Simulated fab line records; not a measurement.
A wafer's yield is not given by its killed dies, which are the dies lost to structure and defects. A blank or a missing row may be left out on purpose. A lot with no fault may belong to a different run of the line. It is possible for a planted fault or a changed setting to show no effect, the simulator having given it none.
Which tool is to blame? | flow gf180mcu | 24 lots with 72 wafers sampled at 6 steps, on a route of 602 steps

WHAT THE GAUGES READ, wafer by wafer
GF_V3_THK_MEAS_25: measures by xrf. Usual: V3_W_THK 369 nm, standard deviation 7.4.
lot  | measured     | on            | V3_W_THK (nm) | flag
L074 | day 22 16:50 | film-metro-01 | 369 359 367   |
L075 | day 22 21:05 | film-metro-01 | 372 373 372   |
L076 | day 23 06:29 | film-metro-01 | 376 378 381   |
L077 | day 23 06:50 | film-metro-02 | 361 360 355   |
L078 | day 24 07:04 | film-metro-01 | 367 359 362   |
L079 | day 24 12:11 | film-metro-02 | 363 364 368   |
L080 | day 24 22:12 | film-metro-01 | 370 367 366   |
L081 | day 25 13:33 | film-metro-02 | 352 351 356   |
L082 | day 25 20:16 | film-metro-02 | 354 358 355   |
L083 | day 25 23:47 | film-metro-01 | 369 367 371   |
L084 | day 26 07:41 | film-metro-03 | 366 365 367   |
L085 | day 26 15:55 | film-metro-02 | 357 356 353   |
L086 | day 26 21:53 | film-metro-01 | 373 368 372   |
L087 | day 27 01:47 | film-metro-01 | 370 371 368   |
L089 | day 27 13:17 | film-metro-01 | 371 368 376   |
L088 | day 27 15:43 | film-metro-03 | 383 375 375   |
L090 | day 27 20:44 | film-metro-03 | 372 376 377   |
L091 | day 28 03:50 | film-metro-03 | 379 378 376   |
L092 | day 28 07:33 | film-metro-01 | 367 365 372   |
L093 | day 28 09:23 | film-metro-03 | 377 377 373   |
L094 | day 28 20:10 | film-metro-03 | 379 379 383   |
L095 | day 29 04:04 | film-metro-01 | 373 370 369   |
L096 | day 29 08:38 | film-metro-03 | 371 375 370   |
L097 | day 29 15:06 | film-metro-02 | 363 365 362   |

EACH LOT AND THE TOOL THAT RAN IT (in order: tool; ch and the chambers of the sampled wafers; start)
lot  | GF_V1_SPUTTER_22             | GF_V1_CVD_23                  | GF_M3_METAL_ETCH_16               | GF_M3_STRIP_17                       | GF_V3_SPUTTER_22
L074 | pvd-sputter-01, day 18 10:50 | cvd-w-02 ch 0,1, day 18 10:55 | rie-metal-03 ch 0,1, day 21 15:12 | plasma-asher-04 ch 0,1, day 21 15:19 | pvd-sputter-03, day 22 16:33
L075 | pvd-sputter-01, day 18 14:43 | cvd-w-02 ch 0,1, day 18 14:47 | rie-metal-02 ch 0, day 21 18:13   | plasma-asher-03 ch 0,1, day 21 18:22 | pvd-sputter-04, day 22 20:47
L076 | pvd-sputter-01, day 19 00:31 | cvd-w-01 ch 0, day 19 00:34   | rie-metal-04 ch 0,1, day 22 04:34 | plasma-asher-02 ch 0,1, day 22 04:41 | pvd-sputter-04, day 23 06:13
L077 | pvd-sputter-03, day 19 00:56 | cvd-w-02 ch 0,1, day 19 00:59 | rie-metal-03 ch 0,1, day 22 04:55 | plasma-asher-04 ch 0,1, day 22 05:02 | pvd-sputter-03, day 23 06:34
L078 | pvd-sputter-03, day 20 02:21 | cvd-w-01 ch 0, day 20 02:26   | rie-metal-03 ch 0,1, day 23 05:22 | plasma-asher-04 ch 0, day 23 05:29   | pvd-sputter-01, day 24 06:47
L079 | pvd-sputter-01, day 20 08:26 | cvd-w-01 ch 0, day 20 08:28   | rie-metal-03 ch 0,1, day 23 11:31 | plasma-asher-02 ch 0,1, day 23 11:37 | pvd-sputter-01, day 24 11:55
L080 | pvd-sputter-04, day 20 18:38 | cvd-w-01 ch 0, day 20 18:41   | rie-metal-04 ch 0,1, day 23 21:48 | plasma-asher-02 ch 0,1, day 23 21:55 | pvd-sputter-03, day 24 21:56
L081 | pvd-sputter-04, day 21 10:58 | cvd-w-02 ch 0,1, day 21 11:00 | rie-metal-04 ch 0,1, day 24 13:30 | plasma-asher-03 ch 0,1, day 24 13:40 | pvd-sputter-03, day 25 13:17
L082 | pvd-sputter-01, day 21 19:21 | cvd-w-01 ch 0, day 21 19:26   | rie-metal-03 ch 0,1, day 24 20:28 | plasma-asher-03 ch 0,1, day 24 20:35 | pvd-sputter-01, day 25 19:59
L083 | pvd-sputter-04, day 21 23:07 | cvd-w-01 ch 0, day 21 23:09   | rie-metal-02 ch 0,1, day 25 00:10 | plasma-asher-02 ch 0,1, day 25 00:17 | pvd-sputter-01, day 25 23:31
L084 | pvd-sputter-04, day 22 08:52 | cvd-w-02 ch 0,1, day 22 08:54 | rie-metal-03 ch 0,1, day 25 08:58 | plasma-asher-02 ch 0,1, day 25 09:05 | pvd-sputter-03, day 26 07:18
L085 | pvd-sputter-04, day 22 18:05 | cvd-w-01 ch 0,1, day 22 18:07 | rie-metal-02 ch 0,1, day 25 16:52 | plasma-asher-04 ch 0,1, day 25 16:59 | pvd-sputter-03, day 26 15:39
L086 | pvd-sputter-04, day 22 23:34 | cvd-w-02 ch 0,1, day 22 23:38 | rie-metal-03 ch 0,1, day 25 22:43 | plasma-asher-03 ch 0,1, day 25 22:49 | pvd-sputter-01, day 26 21:36
L087 | pvd-sputter-04, day 23 04:19 | cvd-w-02 ch 0,1, day 23 04:24 | rie-metal-02 ch 0,1, day 26 02:45 | plasma-asher-04 ch 0,1, day 26 02:52 | pvd-sputter-03, day 27 01:30
L089 | pvd-sputter-03, day 23 19:01 | cvd-w-02 ch 0,1, day 23 19:03 | rie-metal-04 ch 0,1, day 26 15:00 | plasma-asher-02 ch 0,1, day 26 15:07 | pvd-sputter-03, day 27 13:01
L088 | pvd-sputter-03, day 23 21:03 | cvd-w-02 ch 1, day 23 21:05   | rie-metal-04 ch 1, day 26 17:10   | plasma-asher-02 ch 0,1, day 26 17:17 | pvd-sputter-01, day 27 15:26
L090 | pvd-sputter-03, day 24 03:18 | cvd-w-02 ch 0,1, day 24 03:20 | rie-metal-03 ch 0,1, day 26 21:49 | plasma-asher-04 ch 1, day 26 21:55   | pvd-sputter-01, day 27 20:28
L091 | pvd-sputter-04, day 24 10:11 | cvd-w-02 ch 0,1, day 24 10:15 | rie-metal-02 ch 0,1, day 27 05:12 | plasma-asher-04 ch 0,1, day 27 05:19 | pvd-sputter-04, day 28 03:33
L092 | pvd-sputter-01, day 24 14:10 | cvd-w-01 ch 0,1, day 24 14:12 | rie-metal-02 ch 0,1, day 27 09:12 | plasma-asher-02 ch 0,1, day 27 09:19 | pvd-sputter-03, day 28 07:16
L093 | pvd-sputter-04, day 24 16:06 | cvd-w-02 ch 0,1, day 24 16:08 | rie-metal-04 ch 0,1, day 27 10:49 | plasma-asher-03 ch 1, day 27 10:55   | pvd-sputter-04, day 28 09:07
L094 | pvd-sputter-03, day 25 04:51 | cvd-w-02 ch 0,1, day 25 04:56 | rie-metal-03 ch 0, day 27 21:43   | plasma-asher-04 ch 0,1, day 27 21:52 | pvd-sputter-03, day 28 19:52
L095 | pvd-sputter-04, day 25 13:38 | cvd-w-01 ch 0,1, day 25 13:40 | rie-metal-02 ch 0,1, day 28 06:19 | plasma-asher-02 ch 0,1, day 28 06:26 | pvd-sputter-01, day 29 03:47
L096 | pvd-sputter-04, day 25 18:08 | cvd-w-01 ch 0,1, day 25 18:12 | rie-metal-04 ch 0,1, day 28 10:49 | plasma-asher-02 ch 0,1, day 28 10:55 | pvd-sputter-04, day 29 08:20
L097 | pvd-sputter-04, day 26 01:00 | cvd-w-01 ch 0,1, day 26 01:02 | rie-metal-04 ch 0, day 28 16:54   | plasma-asher-04 ch 0,1, day 28 17:01 | pvd-sputter-01, day 29 14:49
- GF_V1_SPUTTER_22: material TiN, target thk 10 nm, time 40 s.
- GF_V1_CVD_23: deposits W, target thk 350 nm, time 105.05 s.
- GF_M3_METAL_ETCH_16: etches the open film in Cl2/BCl3, stops on SiO2, target depth 627.5 nm, time 104.6 s.
- GF_M3_STRIP_17: strips in O2/N2.
- GF_V3_SPUTTER_22: material TiN, target thk 10 nm, time 40 s.

WHAT THE TOOLS THEMSELVES READ (means of the sampled wafers that have a number; where no wafer has one, the mark that the record gives instead)
GF_V1_SPUTTER_22. Usual: throttle-valve-pct reads 30.0 % (standard deviation 1.2).
lot  | tool           | throttle-valve-pct (%) | flag
L074 | pvd-sputter-01 | 31.1                   |
L075 | pvd-sputter-01 | 29.7                   |
L076 | pvd-sputter-01 | 29.5                   |
L077 | pvd-sputter-03 | 30.3                   |
L078 | pvd-sputter-03 | 30.5                   |
L079 | pvd-sputter-01 | 29.7                   |
L080 | pvd-sputter-04 | 29.3                   |
L081 | pvd-sputter-04 | 30.0                   |
L082 | pvd-sputter-01 | 29.7                   |
L083 | pvd-sputter-04 | 30.1                   |
L084 | pvd-sputter-04 | 29.5                   |
L085 | pvd-sputter-04 | 29.9                   |
L086 | pvd-sputter-04 | 30.0                   |
L087 | pvd-sputter-04 | 28.8                   |
L089 | pvd-sputter-03 | 30.3                   |
L088 | pvd-sputter-03 | 31.0                   |
L090 | pvd-sputter-03 | 30.3                   |
L091 | pvd-sputter-04 | 29.9                   |
L092 | pvd-sputter-01 | 31.0                   |
L093 | pvd-sputter-04 | 30.1                   |
L094 | pvd-sputter-03 | 31.3                   |
L095 | pvd-sputter-04 | 30.1                   |
L096 | pvd-sputter-04 | 30.1                   |
L097 | pvd-sputter-04 | 30.0                   |

GF_V1_CVD_23. Usual: heater-power-w reads 803 W (standard deviation 56).
lot  | tool     | heater-power-w (W) | flag
L074 | cvd-w-02 | 767                |
L075 | cvd-w-02 | 771                |
L076 | cvd-w-01 | 833                |
L077 | cvd-w-02 | 754                |
L078 | cvd-w-01 | 838                |
L079 | cvd-w-01 | 829                |
L080 | cvd-w-01 | 829                |
L081 | cvd-w-02 | 772                |
L082 | cvd-w-01 | 833                |
L083 | cvd-w-01 | 822                |
L084 | cvd-w-02 | 768                |
L085 | cvd-w-01 | 888                |
L086 | cvd-w-02 | 757                |
L087 | cvd-w-02 | 766                |
L089 | cvd-w-02 | 764                |
L088 | cvd-w-02 | 772                |
L090 | cvd-w-02 | 761                |
L091 | cvd-w-02 | 777                |
L092 | cvd-w-01 | 874                |
L093 | cvd-w-02 | 769                |
L094 | cvd-w-02 | 765                |
L095 | cvd-w-01 | 901                |
L096 | cvd-w-01 | 900                |
L097 | cvd-w-01 | 896                |

GF_M3_METAL_ETCH_16. Usual: drypump-motor-current-A 5.7 A, standard deviation 0.47; oes-product-au 0.974 a.u., standard deviation 0.0062; throttle-valve-pct 28.248 %, standard deviation 0.0097.
lot  | tool         | drypump-motor-current-A (A) | oes-product-au (a.u.) | throttle-valve-pct (%) | flag
L074 | rie-metal-03 | 5.7                         | 0.967                 | 28.263                 |
L075 | rie-metal-02 | 5.6                         | 0.966                 | 28.254                 |
L076 | rie-metal-04 | 5.7                         | 0.980                 | 28.260                 |
L077 | rie-metal-03 | 5.7                         | 0.968                 | 28.246                 |
L078 | rie-metal-03 | 5.7                         | 0.967                 | 28.240                 |
L079 | rie-metal-03 | 5.7                         | 0.969                 | 28.248                 |
L080 | rie-metal-04 | 5.4                         | 0.975                 | 28.256                 |
L081 | rie-metal-04 | 5.7                         | 0.980                 | 28.253                 |
L082 | rie-metal-03 | 5.7                         | 0.972                 | 28.242                 |
L083 | rie-metal-02 | 6.2                         | 0.981                 | 28.235                 |
L084 | rie-metal-03 | 5.7                         | 0.977                 | 28.237                 |
L085 | rie-metal-02 | 6.2                         | 0.975                 | 28.254                 |
L086 | rie-metal-03 | 5.4                         | 0.982                 | 28.249                 |
L087 | rie-metal-02 | 5.9                         | 0.981                 | 28.248                 |
L089 | rie-metal-04 | 5.4                         | 0.966                 | 28.251                 |
L088 | rie-metal-04 | 6.1                         | 0.973                 | 28.250                 |
L090 | rie-metal-03 | 5.7                         | 0.968                 | 28.257                 |
L091 | rie-metal-02 | 6.2                         | 0.973                 | 28.254                 |
L092 | rie-metal-02 | 6.2                         | 0.981                 | 28.245                 |
L093 | rie-metal-04 | 5.8                         | 0.972                 | 28.242                 |
L094 | rie-metal-03 | 5.9                         | 0.974                 | 28.250                 |
L095 | rie-metal-02 | 5.9                         | 0.972                 | 28.245                 |
L096 | rie-metal-04 | 5.7                         | 0.986                 | 28.248                 |
L097 | rie-metal-04 | 5.1                         | 0.980                 | 28.252                 |

GF_M3_STRIP_17. Usual: drypump-motor-current-A 5.8 A, standard deviation 0.36; heater-power-w 327 W, standard deviation 41; oes-product-au 0.558 a.u., standard deviation 0.0047; strip-time-to-endpoint-s 7.87 s, standard deviation 0.033.
lot  | tool            | drypump-motor-current-A (A) | heater-power-w (W) | oes-product-au (a.u.) | strip-time-to-endpoint-s (s) | flag
L074 | plasma-asher-04 | 5.8                         | 326                | 0.563                 | 7.92                         |
L075 | plasma-asher-03 | 6.0                         | 256                | 0.561                 | 7.90                         |
L076 | plasma-asher-02 | 5.9                         | 360                | 0.554                 | 7.85                         |
L077 | plasma-asher-04 | 5.8                         | 327                | 0.561                 | 7.88                         |
L078 | plasma-asher-04 | 6.0                         | 314                | 0.560                 | 7.92                         |
L079 | plasma-asher-02 | 5.9                         | 358                | 0.556                 | 7.87                         |
L080 | plasma-asher-02 | 5.8                         | 356                | 0.559                 | 7.84                         |
L081 | plasma-asher-03 | 5.6                         | 262                | 0.562                 | 7.87                         |
L082 | plasma-asher-03 | 5.6                         | 263                | 0.555                 | 7.88                         |
L083 | plasma-asher-02 | 5.9                         | 358                | 0.554                 | 7.83                         |
L084 | plasma-asher-02 | 5.8                         | 354                | 0.557                 | 7.86                         |
L085 | plasma-asher-04 | 5.6                         | 337                | 0.552                 | 7.87                         |
L086 | plasma-asher-03 | 5.6                         | 263                | 0.558                 | 7.82                         |
L087 | plasma-asher-04 | 5.6                         | 343                | 0.558                 | 7.88                         |
L089 | plasma-asher-02 | 5.9                         | 354                | 0.558                 | 7.85                         |
L088 | plasma-asher-02 | 5.8                         | 353                | 0.555                 | 7.89                         |
L090 | plasma-asher-04 | 5.4                         | 353                | 0.554                 | 7.91                         |
L091 | plasma-asher-04 | 5.8                         | 329                | 0.557                 | 7.80                         |
L092 | plasma-asher-02 | 5.7                         | 354                | 0.558                 | 7.91                         |
L093 | plasma-asher-03 | 6.4                         | 236                | 0.559                 | 7.90                         |
L094 | plasma-asher-04 | 5.6                         | 344                | 0.564                 | 7.88                         |
L095 | plasma-asher-02 | 5.9                         | 361                | 0.556                 | 7.85                         |
L096 | plasma-asher-02 | 5.9                         | 357                | 0.556                 | 7.87                         |
L097 | plasma-asher-04 | 5.6                         | 343                | 0.558                 | 7.84                         |

GF_V3_SPUTTER_22. Usual: throttle-valve-pct reads 30.1 % (standard deviation 1.4).
lot  | tool           | throttle-valve-pct (%) | flag
L074 | pvd-sputter-03 | 29.7                   |
L075 | pvd-sputter-04 | 29.4                   |
L076 | pvd-sputter-04 | 29.3                   |
L077 | pvd-sputter-03 | 30.4                   |
L078 | pvd-sputter-01 | 30.3                   |
L079 | pvd-sputter-01 | 29.6                   |
L080 | pvd-sputter-03 | 31.4                   |
L081 | pvd-sputter-03 | 30.3                   |
L082 | pvd-sputter-01 | 29.3                   |
L083 | pvd-sputter-01 | 30.7                   |
L084 | pvd-sputter-03 | 30.5                   |
L085 | pvd-sputter-03 | 30.2                   |
L086 | pvd-sputter-01 | 28.9                   |
L087 | pvd-sputter-03 | 30.9                   |
L089 | pvd-sputter-03 | 30.9                   |
L088 | pvd-sputter-01 | 29.7                   |
L090 | pvd-sputter-01 | 30.1                   |
L091 | pvd-sputter-04 | 29.4                   |
L092 | pvd-sputter-03 | 30.6                   |
L093 | pvd-sputter-04 | 29.4                   |
L094 | pvd-sputter-03 | 29.6                   |
L095 | pvd-sputter-01 | 29.8                   |
L096 | pvd-sputter-04 | 30.0                   |
L097 | pvd-sputter-01 | 30.0                   |

THE ANSWER, worked out from the rows above alone
Rule: lot off if the mean of its wafers having a number is beyond 3 standard deviations from the usual mean. A lot without any number at a reading at which 4 lots or more have one is off too. All remaining lots with rows at the step are treated as sound. First the gauges in route order, then the tools' own readings, where a lot's mean is used as printed above. At the first step where some lot is off, the reading lying furthest off is the one used; lots without a number count as furthest.
Nothing can be told from this: no lot is off at any reading shown.

WHAT HAD BEEN PUT IN BY THE SIMULATOR
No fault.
